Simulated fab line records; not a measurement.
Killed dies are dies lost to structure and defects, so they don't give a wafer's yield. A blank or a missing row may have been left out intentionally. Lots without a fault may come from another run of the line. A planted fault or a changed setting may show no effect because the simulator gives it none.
fab line records | flow sky130
[record] lots = 12 wafers = 36 lastDay = 50
route steps=708 shown LDD_LDN@299 CONTACT@411 METAL2@488 METAL3@534 PAD_OPEN@708
lots that met no fault: taken from a fault-free run of the same line
startH: hours from the record's opening day to when the first of the lot's shown wafers began | waitH: hours since the lot's step before | " identical to the entry in the row above | L1.1+2: one row covering several wafers at once | - either no value or no given start | * or withheld: withheld | < > ~ a bound
route shown NAME@n: names a module that has steps shown in the file, with the first one's number in the route | usual: mean/standard deviation of fault-free wafers | same: alike in all rows | chamber/n: place in a boat | sites: the reading at each site | _std_site: the values' standard deviation | _edge_site: outer sites' mean less inner sites' | radiusMm: how far each site lies from the wafer's centre | mask NAME#n: copy n | behind: tool/chamber where the wafer was last shaped | hold: cause of the lot's hold/its duration in hours/its outcome | device: the n, p or np transistor that did not switch | end of line: at the end of the route, the tests of the same wafers | a step with no rows: only its recipe | killed: not the wafer's yield, but the dies lost to structure and defects at the first sort | map: a wafer's dies, marking killed ones x, the rest . and places with no die _
set.NAME: the setting that was run; set.NAME@STEP: the one run at that earlier step | model.NAME: the simulator's own value behind a step, which no gauge read
one table for each step of the route and one row for each wafer, over a sample of lots
services: when a tool's chamber went out of use (startH, in hours from the record's first day, below 0 if earlier), for how many hours, and the reason
[[steps]]
[step SKY_LDD_LDN_IMPLANT_10]
[recipe] species = As energyKev = 15 doseCm2 = 1.25e+13 tiltDeg = withheld rotationDeg = 203
[usual] beamEnergyKeV = 15.000/0.0037 doseIonsCm2 = 1.25e+13/1.3e+10 endStationPressureTorr = 5.03e-06/2.4e-07 faradayCurrentUA = 70.5/1.5 rotationDeg = 203.00/0.037
// columns lot.wafer tool chamber startH waitH beamEnergyKeV doseIonsCm2 endStationPressureTorr faradayCurrentUA rotationDeg
L472.1 implanter-03 0 514.40 0.1 14.994 1.2493e+13 4.91e-06 69.6 203.07
L472.2 " 0 " " 15.001 1.251e+13 4.75e-06 70.9 202.99
L472.5 " 0 " " 15.003 1.2497e+13 5.26e-06 73.8 203.03
L473.2 implanter-02 0 525.13 0.1 14.997 1.2517e+13 4.81e-06 70.3 202.94
L473.3 " 0 " " 15.001 1.2492e+13 5.01e-06 69.8 202.95
L473.5 " 0 " " 14.999 1.2486e+13 5.12e-06 67.0 203.04
L474.2 implanter-02 0 539.94 0.1 15.006 1.2475e+13 4.96e-06 68.8 202.99
L474.4 " 0 " " 15.007 1.2497e+13 5.1e-06 72.0 203.02
L474.6 " 0 " " 14.998 1.248e+13 4.93e-06 73.1 203.05
L476.2 implanter-02 0 560.24 0.1 15.005 1.9155e+13 4.51e-06 106.8 202.95
L476.4 " 0 " " 15.001 1.9141e+13 5.13e-06 108.1 203.03
L476.6 " 0 " " 15.002 1.9179e+13 5.04e-06 108.6 202.95
L478.2 implanter-02 0 573.69 0.1 14.997 1.9141e+13 4.67e-06 107.8 203.06
L478.3 " 0 " " 15.010 1.9162e+13 5.31e-06 105.9 203.04
L478.4 " 0 " " 14.996 1.9154e+13 4.97e-06 104.7 202.97
L486.1 implanter-02 0 642.72 0.1 15.005 1.2507e+13 4.99e-06 70.4 203.02
L486.4 " 0 " " 14.996 1.2518e+13 4.91e-06 72.2 202.97
L486.6 " 0 " " 14.993 1.2516e+13 4.62e-06 73.0 203.03
L487.2 implanter-02 0 645.18 0.1 15.000 1.2468e+13 4.99e-06 70.3 203.01
L487.4 " 0 " " 15.003 1.2498e+13 5.3e-06 72.1 203.02
L487.6 " 0 " " 15.008 1.2496e+13 5.06e-06 70.8 203.00
L490.1 implanter-03 0 670.27 0.1 15.001 1.2497e+13 5.43e-06 71.1 202.98
L490.3 " 0 " " 14.999 1.2488e+13 4.98e-06 70.3 203.04
L490.4 " 0 " " 15.001 1.2491e+13 4.89e-06 71.1 203.03
L491.2 implanter-02 0 677.31 0.1 15.003 1.2485e+13 5.18e-06 70.8 203.06
L491.3 " 0 " " 14.999 1.2487e+13 4.88e-06 68.3 202.99
L491.4 " 0 " " 14.998 1.2489e+13 4.67e-06 71.8 203.00
L492.2 implanter-03 0 687.93 0.1 15.003 1.251e+13 4.92e-06 69.5 202.99
L492.3 " 0 " " 15.001 1.2495e+13 4.94e-06 72.4 202.95
L492.5 " 0 " " 15.003 1.249e+13 5.26e-06 70.5 203.01
L494.1 implanter-02 0 701.00 0.1 15.002 1.2495e+13 5.48e-06 70.5 203.06
L494.3 " 0 " " 14.999 1.2494e+13 4.98e-06 66.4 203.05
L494.5 " 0 " " 15.001 1.2494e+13 5.01e-06 66.6 202.98
L495.1 implanter-02 0 717.27 0.1 15.002 1.2491e+13 4.94e-06 68.0 203.02
L495.4 " 0 " " 15.002 1.2497e+13 5.02e-06 67.3 202.95
L495.6 " 0 " " 14.997 1.2497e+13 4.87e-06 70.8 202.97
[step SKY_CONTACT_BOW_MEAS_05]
[recipe] mode = bow
[usual] CONTACT_BOW = 83/6.7
// columns lot.wafer tool chamber startH waitH CONTACT_BOW[um]
L472.1 filmMetro-04 - 694.04 0.2 85
L472.2 " - " " 79
L472.5 " - " " 89
L473.2 filmMetro-03 - 706.27 0.2 86
L473.3 " - " " 80
L473.5 " - " " 87
L474.2 filmMetro-03 - 719.46 0.2 93
L474.4 " - " " 78
L474.6 " - " " 82
L476.2 filmMetro-02 - 737.22 0.1 84
L476.4 " - " " 78
L476.6 " - " " 88
L478.2 filmMetro-04 - 751.04 0.3 78
L478.3 " - " " 99
L478.4 " - " " 81
L486.1 filmMetro-04 - 814.68 0.2 82
L486.4 " - " " 76
L486.6 " - " " 84
L487.2 filmMetro-04 - 816.55 0.1 80
L487.4 " - " " 79
L487.6 " - " " 76
L490.1 filmMetro-04 - 840.00 0.1 80
L490.3 " - " " 77
L490.4 " - " " 85
L491.2 filmMetro-04 - 848.06 0.1 83
L491.3 " - " " 72
L491.4 " - " " 78
L492.2 filmMetro-02 - 859.80 0.1 77
L492.3 " - " " 76
L492.5 " - " " 79
L494.1 filmMetro-04 - 867.63 0.1 90
L494.3 " - " " 85
L494.5 " - " " 87
L495.1 filmMetro-02 - 881.93 0.1 76
L495.4 " - " " 76
L495.6 " - " " 87
[step SKY_METAL2_RS_MEAS_05]
[recipe] thkMeasGauge = four-point-probe reads = TiN_of_METAL2_SPUTTER_04+Ti_of_METAL2_SPUTTER_03+AlCu_of_METAL2_SPUTTER_02+TiN_of_METAL2_SPUTTER_01+Ti_of_METAL2_SPUTTER_00
[usual] METAL2_ALCU_RS = 0.1269/0.0014
// columns lot.wafer tool chamber startH waitH METAL2_ALCU_RS[ohm/sq]
L472.1 filmMetro-04 - 781.91 0.0 0.1271
L472.2 " - " " 0.1250
L472.5 " - " " 0.1272
L473.2 filmMetro-03 - 792.75 0.0 0.1260
L473.3 " - " " 0.1261
L473.5 " - " " 0.1248
L474.2 filmMetro-03 - 805.96 0.0 0.1277
L474.4 " - " " 0.1273
L474.6 " - " " 0.1265
L476.2 filmMetro-03 - 822.15 0.0 0.1284
L476.4 " - " " 0.1265
L476.6 " - " " 0.1284
L478.2 filmMetro-01 - 835.02 0.0 0.1250
L478.3 " - " " 0.1245
L478.4 " - " " 0.1263
L486.1 filmMetro-01 - 897.10 0.0 0.1283
L486.4 " - " " 0.1275
L486.6 " - " " 0.1283
L487.2 filmMetro-04 - 899.07 0.0 0.1268
L487.4 " - " " 0.1259
L487.6 " - " " 0.1272
L490.1 filmMetro-01 - 919.84 0.0 0.1281
L490.3 " - " " 0.1294
L490.4 " - " " 0.1289
L491.2 filmMetro-01 - 927.36 0.0 0.1265
L491.3 " - " " 0.1288
L491.4 " - " " 0.1274
L492.2 filmMetro-03 - 938.84 0.0 0.1281
L492.3 " - " " 0.1269
L492.5 " - " " 0.1281
L494.1 filmMetro-01 - 946.04 0.0 0.1271
L494.3 " - " " 0.1276
L494.5 " - " " 0.1276
L495.1 filmMetro-03 - 961.15 0.0 0.1271
L495.4 " - " " 0.1256
L495.6 " - " " 0.1261
[step SKY_METAL3_SPUTTER_02]
[recipe] material = AlCu targetThkNm = 735 powerW = 10600 timeS = 39.1 chamberPressurePa = 0.4
[usual] throttleValvePct = 30.4/1.2
// columns lot.wafer tool chamber startH waitH throttleValvePct
L472.1 pvdSputter-03 - 837.80 0.0 30.5
L472.2 " - " " 32.1
L472.5 " - " " 28.3
L473.2 pvdSputter-01 - 849.26 0.0 28.9
L473.3 " - " " 29.9
L473.5 " - " " 31.2
L474.2 pvdSputter-03 - 861.73 0.0 32.2
L474.4 " - " " 31.0
L474.6 " - " " 32.3
L476.2 pvdSputter-03 - 877.59 0.0 28.2
L476.4 " - " " 30.9
L476.6 " - " " 32.3
L478.2 pvdSputter-03 - 889.13 0.0 28.3
L478.3 " - " " 30.9
L478.4 " - " " 30.5
L486.1 pvdSputter-03 - 950.36 0.0 32.3
L486.4 " - " " 28.5
L486.6 " - " " 32.4
L487.2 pvdSputter-01 - 952.36 0.0 29.1
L487.4 " - " " 31.3
L487.6 " - " " 31.1
L490.1 pvdSputter-04 - 972.61 0.0 30.4
L490.3 " - " " 29.4
L490.4 " - " " 29.4
L491.2 pvdSputter-03 - 978.41 0.0 32.2
L491.3 " - " " 30.6
L491.4 " - " " 28.5
L492.2 pvdSputter-03 - 989.85 0.0 31.0
L492.3 " - " " 32.4
L492.5 " - " " 28.4
L494.1 pvdSputter-04 - 997.16 0.0 30.7
L494.3 " - " " 29.3
L494.5 " - " " 31.1
L495.1 pvdSputter-04 - 1011.95 0.0 29.6
L495.4 " - " " 30.8
L495.6 " - " " 30.8
[step SKY_PAD_OPEN_PROBE_99]
[usual] killed_at_M0_to_M3 = 44/7.2 killed_at_M4_up = 3.0/1.9 killedAtContacts = 25/4.8 killedAtFrontEnd = 16/4.2 killedAtOther = 0.2/0.44 killedDies = 88/9.3 killedOnRim = 17/3.6 killedOpen = 48/7.1 killedShort = 40/6.5
[same] grossDies = 492 killedAtBackSide = 0
// columns lot.wafer tool chamber startH waitH killed_at_M0_to_M3 killed_at_M4_up killedAtContacts killedAtFrontEnd killedAtOther killedDies killedOnRim killedOpen killedShort
L487.2 prober-01 - 1154.15 0.1 43 2 24 16 0 85 13 45 40
L487.4 prober-01 - 1154.25 0.2 45 1 27 22 0 95 26 44 51
L487.6 prober-01 - 1154.35 0.2 36 3 23 21 0 83 18 44 39
L491.2 prober-01 - 1173.14 0.1 54 6 18 20 1 99 18 58 41
L491.3 prober-01 - 1173.19 0.2 34 1 27 22 0 84 13 39 45
L491.4 prober-01 - 1173.24 0.2 45 3 27 22 0 97 18 52 45
// killed by level:class
L487.2 VIA3:geometricParticle:open=12 CONTACT:geometricParticle:open=8 LOCAL_INTERCONNECT:geometricParticle:short=7 VIA1:geometricParticle:short=5 VIA1:geometricParticle:open=5 VIA2:geometricParticle:open=5 FIELD_ISO:geometricParticle:short=4 FIELD_ISO:geometricParticle:open=3
L487.4 CONTACT:geometricParticle:short=8 LOCAL_INTERCONNECT:geometricParticle:short=8 VIA1:geometricParticle:open=8 CONTACT:geometricParticle:open=7 POLY_GATE:geometricParticle:open=6 VIA3:geometricParticle:open=6 FIELD_ISO:geometricParticle:open=5 METAL2:geometricParticle:short=5
L487.6 VIA1:geometricParticle:open=11 LI_CONTACT:geometricParticle:open=6 CONTACT:geometricParticle:open=6 METAL1:geometricParticle:short=6 METAL2:geometricParticle:short=5 FIELD_ISO:geometricParticle:open=5 LI_CONTACT:geometricParticle:short=5 VIA2:geometricParticle:short=5
L491.2 VIA1:geometricParticle:open=12 VIA2:geometricParticle:open=11 CONTACT:geometricParticle:open=10 FIELD_ISO:geometricParticle:open=9 METAL2:geometricParticle:short=7 FIELD_ISO:geometricParticle:short=6 METAL1:geometricParticle:short=6 VIA3:geometricParticle:open=5
L491.3 CONTACT:geometricParticle:open=10 CONTACT:geometricParticle:short=7 POLY_GATE:geometricParticle:open=6 LI_CONTACT:geometricParticle:open=6 METAL2:geometricParticle:short=6 FIELD_ISO:geometricParticle:short=5 METAL1:geometricParticle:short=5 VIA1:geometricParticle:short=4
L491.4 VIA1:geometricParticle:open=11 FIELD_ISO:geometricParticle:open=10 CONTACT:geometricParticle:open=8 FIELD_ISO:geometricParticle:short=7 METAL2:geometricParticle:short=7 LI_CONTACT:geometricParticle:open=6 LOCAL_INTERCONNECT:geometricParticle:short=6 VIA1:geometricParticle:short=6
[[services]]
// columns tool chamber startH hours kind
pvdSputter-03 - 575.18 0.5 repair
implanter-03 - 577.96 8.2 repair
implanter-03 - 609.32 1.6 repair
pvdSputter-03 - 621.05 2.6 repair
implanter-03 - 622.93 2.3 repair
pvdSputter-03 - 631.68 4.4 repair
pvdSputter-03 - 642.36 8.7 repair
implanter-03 - 649.07 1.8 repair
implanter-03 - 652.81 2.5 pm
implanter-03 - 664.56 3.3 repair
pvdSputter-03 - 678.75 2.7 repair
pvdSputter-04 - 708.85 2.4 repair
pvdSputter-03 - 732.93 1.7 repair
implanter-03 - 737.41 6.0 pm
pvdSputter-04 - 761.27 2.8 repair
implanter-02 - 795.02 4.0 pm
pvdSputter-03 - 838.27 1.9 repair
implanter-03 - 844.35 1.3 repair
implanter-02 - 850.91 3.9 repair
pvdSputter-04 - 854.01 2.2 repair
pvdSputter-04 - 861.80 3.0 repair
implanter-02 - 892.86 0.5 repair
implanter-02 - 914.39 2.5 repair
implanter-02 - 979.42 3.8 repair
[[key]]
[firstSign] step = SKY_LDD_LDN_IMPLANT_10 reading = doseIonsCm2 direction = up sigmas = 99+ usual = * struck = *
[effect] step = SKY_LDD_LDN_IMPLANT_10 reading = faradayCurrentUA direction = up sigmas = 25 usual = 70.5 struck = 107.0
metAt SKY_LDD_LDN_IMPLANT_10
struckLots L476,L478
testerLeftOut L476,L478
notActingAt SKY_CONTACT_BOW_MEAS_05,SKY_METAL2_RS_MEAS_05,SKY_METAL3_SPUTTER_02
onsetBetween 539.94 560.24
[fault] kind = processParameterDrift tool = implanter-02 chamber = - onsetH = 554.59 steps = SKY_LDD_LDN_IMPLANT_10 channel = doseCm2 offset = * shape = step endH = 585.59 actsIn = * stated = *
// testerLeftOut: of these lots the tester's yield and bins aren't shown, on N5 and GAA mostly nor the transistor test; their killed dies are dies lost to structure and defects alone, not to doping, threshold or leakage, so they don't give the yield
